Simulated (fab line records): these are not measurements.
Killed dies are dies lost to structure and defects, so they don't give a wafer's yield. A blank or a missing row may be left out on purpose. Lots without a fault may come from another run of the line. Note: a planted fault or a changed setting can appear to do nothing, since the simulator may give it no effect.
Struck lot and sound lot, side by side + flow sky130 + 43 steps out of a route of 708
Sound: the wafers L204.1, L204.5, L204.6. Wafers L212.2, L212.4, L212.5 were the ones struck. Last of all comes the cause.
For every step that has rows: the tool of each side, followed by ch and its chambers, followed by its first start. Under that, the readings that differ: sound wafers + struck wafers + difference of the means + sigmas: that difference in standard deviations of wafers without a fault.
alike: words and numbers the same on both sides, and readings whose means are apart by under 2 such deviations; not compared: readings that were withheld, readings missing a value for some wafer, numbers with overlapping values and no deviation given by the record, and bounds like >300 which may hide the same value.
The two part at a step that has a row with sigmas, a row that says differs or no value, or rows on one side only. Numbers that don't overlap but have no deviation are shown without sigmas and don't part them. A reading missing from all wafers of one side parts the sides only when that side holds two or more wafers.

first, 5 steps without rows for these wafers: SKY_CONTACT_COAT_09 (resist thk 450 nm); SKY_CONTACT_SOFTBAKE_10 (time 90 s); SKY_CONTACT_EXPOSE_11 (exposes mask CTM1, target cd 170 nm); SKY_CONTACT_PEB_12; SKY_CONTACT_DEVELOP_13 (develop time 60 s).
SKY_CONTACT_CD_MEAS_14: target cd 170 nm.
  sound on cd-sem-01 at day 32 03:26; struck on cd-sem-02 at day 34 17:49
  alike: cd-nm
SKY_CONTACT_OVL_MEAS_15:
  sound on overlay-01 at day 32 03:34; struck on overlay-01 at day 34 17:55
  alike: CONTACT_OVL
then, 1 step without rows for these wafers: SKY_CONTACT_ETCH_16 (etches BARC in N2/H2, stops on SiO2, time 45.9 s, target depth 60 nm).
SKY_CONTACT_ETCH_17: etches SiO2 in C4F8/O2/Ar, stops on Si3N4, target depth 340 nm.
  sound on rie-diel-03 ch 2,3, day 32 03:38; struck on rie-diel-02 ch 0,2,3, day 34 17:59
  alike: oes-product-au
SKY_CONTACT_ETCH_18: etches Si3N4 in CHF3/O2, stops on TiN, time 39 s, target depth 75 nm.
  sound: rie-diel-03 ch 2,3; struck: rie-diel-02 ch 0,2,3
  alike: drypump-motor-current-A, oes-product-au, throttle-valve-pct
  not compared: rf-hours-counter-h
then, 2 steps without rows for these wafers: SKY_CONTACT_STRIP_19 (strips in O2/N2); SKY_CONTACT_STRIP_20 (strips in post etch residue remover, time 1200 s).
SKY_CONTACT_CLEAN_21: cleans in IPA, time 180 s.
  sound on wet-bench-04 ch 2, day 32 04:10; struck on wet-bench-03 ch 0, day 34 18:31
  alike: temp-c
then, 3 steps without rows for these wafers: SKY_CONTACT_CLEAN_22 (cleans in O3/DIW); SKY_CONTACT_SPUTTER_23 (material TiN, target thk 20 nm, time 80 s); SKY_CONTACT_CVD_24 (deposits W, target thk 340 nm, time 102.12 s).
SKY_CONTACT_RS_MEAS_25: measurement is done with a four-point probe.
  sound on film-metro-03 at day 32 04:31; struck on film-metro-01 at day 34 18:52
  alike: CONTACT_W_RS
SKY_CONTACT_THK_MEAS_26: measures by xrf.
  sound on film-metro-03 at day 32 04:38; struck on film-metro-01 at day 34 18:59
  alike: CONTACT_W_THK
then, 5 steps without rows for these wafers: SKY_CONTACT_CMP_27 (polishes, stops on SiO2, t overpolish 15 s, target thk 0 nm); SKY_METAL1_SPUTTER_00 (material Ti, target thk 15 nm, time 10 s); SKY_METAL1_SPUTTER_01 (material TiN, target thk 20 nm, time 16.7 s); SKY_METAL1_SPUTTER_02 (material AlCu, target thk 250 nm, time 13.3 s); SKY_METAL1_SPUTTER_03 (material Ti, target thk 5 nm, time 3.3 s).
SKY_METAL1_SPUTTER_04: material TiN, target thk 70 nm, time 58.3 s.
  sound on pvd-sputter-01 at day 32 05:05; struck on pvd-sputter-02 at day 34 19:47
  alike: throttle-valve-pct
SKY_METAL1_RS_MEAS_05: measurement is done with a four-point probe.
  sound on film-metro-04 at day 32 05:08; struck on film-metro-01 at day 34 19:57
  alike: METAL1_ALCU_RS
SKY_METAL1_THK_MEAS_06: measures by xrf.
  sound on film-metro-04 at day 32 05:15; struck on film-metro-01 at day 34 20:04
  alike: METAL1_ALCU_THK
then, 8 steps without rows for these wafers: SKY_METAL1_DEHYDRATE_07 (time 60 s); SKY_METAL1_HMDS_08 (prime time 60 s); SKY_METAL1_COAT_09 (resist thk 60 nm); SKY_METAL1_COAT_10 (resist thk 450 nm); SKY_METAL1_SOFTBAKE_11 (time 90 s); SKY_METAL1_EXPOSE_12 (exposes mask MM1, target cd 140 nm); SKY_METAL1_PEB_13; SKY_METAL1_DEVELOP_14 (develop time 60 s).
SKY_METAL1_CD_MEAS_15: target cd 140 nm.
  sound on cd-sem-01 at day 33 07:56; struck on cd-sem-01 at day 35 21:53
| reading    | sound             | struck            | difference | sigmas |
|------------|-------------------|-------------------|------------|--------|
| cd-nm (nm) | 139.3 138.3 139.7 | 142.9 142.4 141.4 | +3.1       | +3     |
SKY_METAL1_OVL_MEAS_16:
  sound on overlay-02 at day 33 08:04; struck on overlay-01 at day 35 21:59
  alike: METAL1_OVL
SKY_METAL1_DESCUM_17: chemistry O2, time 8 s.
  sound on rie-metal-03 ch 0,1, day 33 08:05; struck on rie-metal-01 ch 0,1, day 35 22:01
  alike: drypump-motor-current-A, oes-product-au, temp-c
  not compared: rf-hours-counter-h
SKY_METAL1_ETCH_18: etches BARC in N2/H2, stops on SiO2, time 45.9 s, target depth 60 nm.
  sound on rie-metal-03 ch 0,1, day 33 08:07; struck on rie-metal-01 ch 0,1, day 35 22:03
  alike: drypump-motor-current-A, h2-flow-sccm, oes-product-au, throttle-valve-pct
  not compared: rf-hours-counter-h
then, 4 steps without rows for these wafers: SKY_METAL1_METAL_ETCH_19 (etches the open film in Cl2/BCl3, stops on SiO2, target depth 360 nm, time 78 s); SKY_METAL1_STRIP_20 (strips in O2/N2); SKY_METAL1_STRIP_21 (strips in post etch residue remover, time 1200 s); SKY_METAL1_CLEAN_22 (cleans in IPA, time 180 s).
-- the record jumps here: 12 days lie between the struck wafers' starts before and after (it left off in module METAL1 and takes up again in module PAD_OPEN, whose first step shown is number 708 of the route) --
SKY_PAD_OPEN_PROBE_99:
  only the struck wafers here have rows in the record (prober-02, day 48 04:07); the sound ones have none

WHERE THEY PART
Last at SKY_PAD_OPEN_PROBE_99 as far as this record goes, first at SKY_METAL1_CD_MEAS_15.

WHY: what had been put in by the simulator
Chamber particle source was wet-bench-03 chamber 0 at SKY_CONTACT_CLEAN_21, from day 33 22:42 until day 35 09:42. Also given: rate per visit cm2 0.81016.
